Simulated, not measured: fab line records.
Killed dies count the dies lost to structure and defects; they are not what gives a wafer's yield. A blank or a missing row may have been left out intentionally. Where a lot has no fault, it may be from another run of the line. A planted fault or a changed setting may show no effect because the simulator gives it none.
Which of the tools did it? -- flow sky130 -- 7 lots with 21 wafers sampled at 4 steps, on a route of 708 steps

== WHAT EACH GAUGE READ, for each wafer ==
SKY_CONTACT_CD_MEAS_14: target cd 170 nm.
lot,measured,on,cdNm (nm)
L659,day 31 19:55,cdSem-01,170.4 169.8 168.7
L666,day 34 10:18,cdSem-01,171.8
L671,day 35 17:41,cdSem-02,168.2 171.0 170.7
L674,day 36 00:58,cdSem-02,171.1 171.7 169.5
L676,day 36 20:53,cdSem-02,172.1 171.3 171.1
L680,day 38 03:07,cdSem-01,168.3 168.2 170.4
L681,day 38 05:28,cdSem-01,169.6 170.2 170.4

== WHAT TOOL EACH LOT RAN ON (gives the tool, then ch and the chambers of the sampled wafers, and finally the start) ==
lot,SKY_SD_N_RTA_14,SKY_LOCAL_INTERCONNECT_METAL_ETCH_14,SKY_LOCAL_INTERCONNECT_STRIP_15
L659,"rtpAnneal-01 ch 0, day 28 07:34","rieMetal-04 ch 0, day 30 15:50","plasmaAsher-01 ch 0,1, day 30 15:56"
L666,"rtpAnneal-02 ch 0, day 31 00:11","rieMetal-03 ch 0, day 33 08:11","plasmaAsher-02 ch 0,1, day 33 08:14"
L671,"rtpAnneal-01 ch 0, day 32 06:11","rieMetal-04 ch 0,1, day 34 13:41","plasmaAsher-04 ch 0,1, day 34 13:44"
L674,"rtpAnneal-02 ch 0, day 32 14:15","rieMetal-01 ch 0,1, day 34 21:41","plasmaAsher-04 ch 0,1, day 34 21:45"
L676,"rtpAnneal-02 ch 0, day 33 10:23","rieMetal-04 ch 0,1, day 35 17:08","plasmaAsher-02 ch 0,1, day 35 17:11"
L680,"rtpAnneal-01 ch 0, day 34 16:52","rieMetal-04 ch 0,1, day 36 23:11","plasmaAsher-02 ch 0,1, day 36 23:15"
L681,"rtpAnneal-01 ch 0, day 34 19:44","rieMetal-04 ch 0,1, day 37 01:49","plasmaAsher-04 ch 0,1, day 37 01:52"
- SKY_SD_N_RTA_14: time 2 s.
- SKY_LOCAL_INTERCONNECT_METAL_ETCH_14: etches TiN in Cl2/BCl3, stops on PSG, target depth 110 nm, time 31.4 s.
- SKY_LOCAL_INTERCONNECT_STRIP_15: strips in O2/N2.

== THE ANSWER, worked out from the rows above alone ==
Rule: the usual values come from the lots themselves. Put in order of their means at a reading, lots are off if they are a third of the lots or fewer, leave a main group of 4 or more, and stand apart from it by a gap of 3 or more times the standard deviation of the main group's means; of several such gaps the widest counts. If all means in a main group match to the digits the tables above print for the reading, that group is not used. A lot without any number at a reading at which 4 lots or more have one is off too. Any other lot the step has rows for is counted as sound.
No lot is off on any of the readings shown, so nothing can be concluded from this.

== WHAT THE SIMULATOR HAD INSERTED ==
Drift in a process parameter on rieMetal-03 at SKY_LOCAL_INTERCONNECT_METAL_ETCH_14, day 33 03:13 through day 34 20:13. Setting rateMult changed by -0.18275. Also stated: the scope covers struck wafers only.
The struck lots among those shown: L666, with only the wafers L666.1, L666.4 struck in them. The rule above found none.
